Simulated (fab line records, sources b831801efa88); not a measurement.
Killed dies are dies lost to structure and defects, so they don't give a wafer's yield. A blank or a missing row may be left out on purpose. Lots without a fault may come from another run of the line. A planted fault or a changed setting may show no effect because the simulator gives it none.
Which tool did it? | flow sky130 | 7 lots, 21 wafers sampled, at 3 steps of a route of 708

WHAT THE GAUGES READ, wafer by wafer
SKY_PASSIVATION_THK_MEAS_03.
lot  | measured     | on            | PASSIVATION_CVD_02_THK (nm)
L778 | day 44 04:13 | film_metro-03 | 546 550 549
L782 | day 45 09:07 | film_metro-02 | 535 551 549
L783 | day 45 16:29 | film_metro-02 | 547 555 546
L785 | day 46 06:02 | film_metro-02 | 544 557 549
L788 | day 47 02:35 | film_metro-03 | 528 531 533
L792 | day 47 17:56 | film_metro-02 | 535 535 538
L796 | day 49 08:08 | film_metro-03 | 539 539 548

WHICH TOOL RAN EACH LOT (tool, then ch and the chambers of the sampled wafers, then the start)
lot  | SKY_CONTACT_SPUTTER_23       | SKY_VIA4_CVD_18
L778 | pvd_sputter-01, day 32 00:58 | cvd_w-01 ch 0, day 43 03:55
L782 | pvd_sputter-02, day 33 14:46 | cvd_w-02 ch 0,1, day 44 09:18
L783 | pvd_sputter-04, day 33 22:14 | cvd_w-01 ch 0,1, day 44 17:03
L785 | pvd_sputter-01, day 34 13:08 | cvd_w-01 ch 0,1, day 45 07:22
L788 | pvd_sputter-01, day 35 14:29 | cvd_w-02 ch 0,1, day 46 04:07
L792 | pvd_sputter-01, day 36 13:50 | cvd_w-02 ch 0,1, day 46 20:10
L796 | pvd_sputter-02, day 38 17:17 | cvd_w-02 ch 1, day 48 12:28
- SKY_CONTACT_SPUTTER_23: material TiN, target thk 20 nm, time 80 s.
- SKY_VIA4_CVD_18: deposits W, target thk 505 nm, time 152.14 s.

THE ANSWER, worked out from the rows above alone
Rule: what is usual is taken from the lots themselves. Put in order of their means at a reading, lots are off if they are a third of the lots or fewer, leave a main group of 4 or more, and stand apart from it by a gap of 3 or more times the standard deviation of the main group's means; of several such gaps the widest counts. A main group whose means are all the same, to the digits that the tables above print for the reading, isn't used. A lot without any number at a reading at which 4 lots or more have one is off too. The other lots that the step has rows for count as sound.
No lot is off at any reading shown: from this, nothing can be told.

WHAT THE SIMULATOR HAD PUT IN
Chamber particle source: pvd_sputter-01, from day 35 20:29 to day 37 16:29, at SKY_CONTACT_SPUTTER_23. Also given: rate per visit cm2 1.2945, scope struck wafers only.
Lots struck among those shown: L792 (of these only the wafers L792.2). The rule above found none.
